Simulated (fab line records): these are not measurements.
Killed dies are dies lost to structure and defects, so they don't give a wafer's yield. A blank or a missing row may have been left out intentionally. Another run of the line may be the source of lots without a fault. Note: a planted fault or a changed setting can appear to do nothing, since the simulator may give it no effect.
2 desks looking at one fault -- flow sfq line -- every desk sees just its own numbers, and what lay behind them comes last

## THE METROLOGY DESK
What the gauges read for every lot (on any tool): the sampled wafers with a number, averaged. The brackets show how far a lot's mean lies from the usual mean; more than 4 standard deviations puts the lot out of limits, marked OUT.
Columns: A = M1_NB_RS at SFQ_M1_RS_MEAS_909, usual 0.893 ohm/sq
lot,first seen here,A
L395,day 10 07:01,0.896
L396,day 10 13:00,0.881
L397,day 10 19:02,0.907
L398,day 11 03:25,0.892
L399,day 11 08:13,0.875
L400,day 11 10:37,0.883
L410,day 15 02:43,0.788 (-11) OUT
L411,day 15 08:48,0.791 (-10) OUT
L413,day 15 21:41,0.881
L415,day 16 12:07,0.908
Per this desk, out of limits: L410, L411; the first was L410, day 15 02:43 (M1_NB_RS at SFQ_M1_RS_MEAS_909). L395, L396, L397, L398, L399, L400, L413, L415 stayed within limits.

## DESK OF THE TOOL OWNER: pvd sputter-03
The tool's own readings at SFQ_TRILAYER_M1_DEP_SPUTTER_037 (material Nb, target thk 200 nm, time 133.3 s): means of the sampled wafers that have a number, for each lot that ran on this tool. The brackets show how far a lot's mean lies from the usual mean; more than 4 standard deviations puts the lot out of limits, marked OUT.
Columns: A = throttle valve pct at SFQ_TRILAYER_M1_DEP_SPUTTER_037, usual 29.3 %
lot,first seen here,A
L395,day 10 06:55,29.2
L397,day 10 18:55,29.9
L398,day 11 03:19,29.4
L399,day 11 08:08,29.0
L410,day 15 02:38,29.1
L411,day 15 08:43,28.8
This desk's verdict: no lot among the 6 shows anything out of limits.

## TAKEN TOGETHER
L410, L411 would have let the metrology desk raise an alarm at day 15 02:43.
The desk of the tool owner found nothing out of limits.
Tool owner's desk: L410, L411 on record, inside its limits.
SFQ_TRILAYER_M1_DEP_SPUTTER_037 was run on pvd sputter-03 by each of the lots named.

## WHAT THE SIMULATOR PUT IN
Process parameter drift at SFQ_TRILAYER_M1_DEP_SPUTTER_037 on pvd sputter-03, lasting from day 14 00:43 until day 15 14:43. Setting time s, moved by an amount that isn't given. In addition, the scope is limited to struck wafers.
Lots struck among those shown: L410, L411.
Delay in hours, fault start to first out-of-limits reading, per desk: metrology desk 26.
